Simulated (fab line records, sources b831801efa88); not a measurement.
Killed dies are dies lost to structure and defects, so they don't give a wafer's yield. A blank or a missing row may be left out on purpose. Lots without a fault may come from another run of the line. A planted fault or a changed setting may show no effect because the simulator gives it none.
A struck lot beside a sound one | flow sfq_line | 14 steps out of a route of 325
Sound: wafers L947.3, L947.4, L947.6. Struck: wafer L953.3. (L953.1, L953.4 of the same lot were not struck and are left out.) The cause comes at the end.
At each step with rows: each side's tool, then ch and its chambers, then its first start. Under that, the readings that differ: sound wafers | struck wafers | difference of the means | sigmas: that difference in standard deviations of wafers without a fault.
alike: readings whose means differ by less than 2 such deviations, and words and numbers that are the same on both sides. not compared: withheld readings, readings that some wafer has no value for, bounds like >300 that may hide the same value, and numbers for which the record gives no deviation and whose values overlap.
The two part at a step that has a row with sigmas, a row that says differs or no value, or rows on one side only. Numbers that don't overlap but have no deviation are shown without sigmas and don't part them. A reading that every wafer of one side lacks parts them only if that side has two wafers or more.

first, 2 steps without rows for these wafers: SFQ_TRILAYER_I1_VIA_STRIP_SOLV_CLEAN_054 (cleans in NMP, time 600 s); SFQ_TRILAYER_M2_DEP_PRE_CLEAN_056 (time 22.5 s).
SFQ_TRILAYER_M2_DEP_SPUTTER_055: material Nb, target thk 200 nm, time 133.3 s.
  sound on pvd_sputter-05, day 25 15:05; struck on pvd_sputter-05, day 27 20:44
  alike: throttle_valve_pct
SFQ_M2_RS_MEAS_914: measures by four-point-probe.
  sound on film_metro-02, day 25 15:13; struck on film_metro-02, day 27 20:50
  alike: M2_NB_RS
then, 6 steps without rows for these wafers: SFQ_TRILAYER_M2_LITHO_COAT_062 (resist thk 62 nm); SFQ_TRILAYER_M2_LITHO_COAT_057 (resist thk 600 nm); SFQ_TRILAYER_M2_LITHO_SOFTBAKE_061; SFQ_TRILAYER_M2_LITHO_EXPOSE_058 (exposes mask M2, target cd 500 nm); SFQ_TRILAYER_M2_LITHO_PEB_060 (peb time 60 s); SFQ_TRILAYER_M2_LITHO_DEVELOP_059 (time 60 s).
-- the record jumps here: 7 days lie between the struck wafers' starts before and after --
SFQ_M2_OVL_MEAS_916:
  sound on overlay-01, day 32 05:02; struck on overlay-02, day 34 09:53
  alike: M2_OVL
SFQ_TRILAYER_M2_BARC_OPEN_METAL_ETCH_077: etches BARC in O2, target depth 125 nm, time 41.7 s.
  sound on rie_metal-01 ch 0,1, day 32 05:05; struck on rie_metal-02 ch 0, day 34 09:55
  reading                                             | sound             | struck | difference | sigmas
  oes_product_au (a.u.)                               | 0.692 0.688 0.689 | 0.773  | +0.083     | +16
  run_length_s (s)                                    | 69.7 70.5 69.8    | 63.7   | -6.3       | -14
  model.KrF_of_TRILAYER_M2_LITHO_COAT_057.thk_nm (nm) | 520.7 522.1 523.5 | 530.1  | +8.0       |
  alike: drypump_motor_current_A
  not compared: rf_hours_counter_h
SFQ_TRILAYER_M2_ETCH_METAL_ETCH_060: etches Nb in Cl2/Ar, stops on SiO2, target depth 240 nm, time 120 s.
  sound on rie_metal-01 ch 0,1, day 32 05:10; struck on rie_metal-02 ch 0, day 34 09:58
  reading                                             | sound             | struck | difference | sigmas
  model.KrF_of_TRILAYER_M2_LITHO_COAT_057.thk_nm (nm) | 384.1 388.7 385.8 | 389.4  | +3.2       |
  alike: drypump_motor_current_A, oes_product_au, run_length_s
  not compared: rf_hours_counter_h
SFQ_TRILAYER_M2_STRIP_STRIP_061: strips in O2.
  sound on rie_metal-01 ch 0,1, day 32 05:27; struck on rie_metal-02 ch 0, day 34 10:06
  alike: drypump_motor_current_A, oes_product_au, platen_temp_c
  not compared: rf_hours_counter_h

WHERE THEY PART
Only at SFQ_TRILAYER_M2_BARC_OPEN_METAL_ETCH_077, within this record. Later steps at which nothing parts them and some readings are alike: SFQ_TRILAYER_M2_ETCH_METAL_ETCH_060, SFQ_TRILAYER_M2_STRIP_STRIP_061.

WHY: what the simulator had put in
Process parameter drift: rie_metal-02, from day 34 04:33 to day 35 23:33, at SFQ_TRILAYER_M2_BARC_OPEN_METAL_ETCH_077. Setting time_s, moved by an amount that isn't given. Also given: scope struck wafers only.
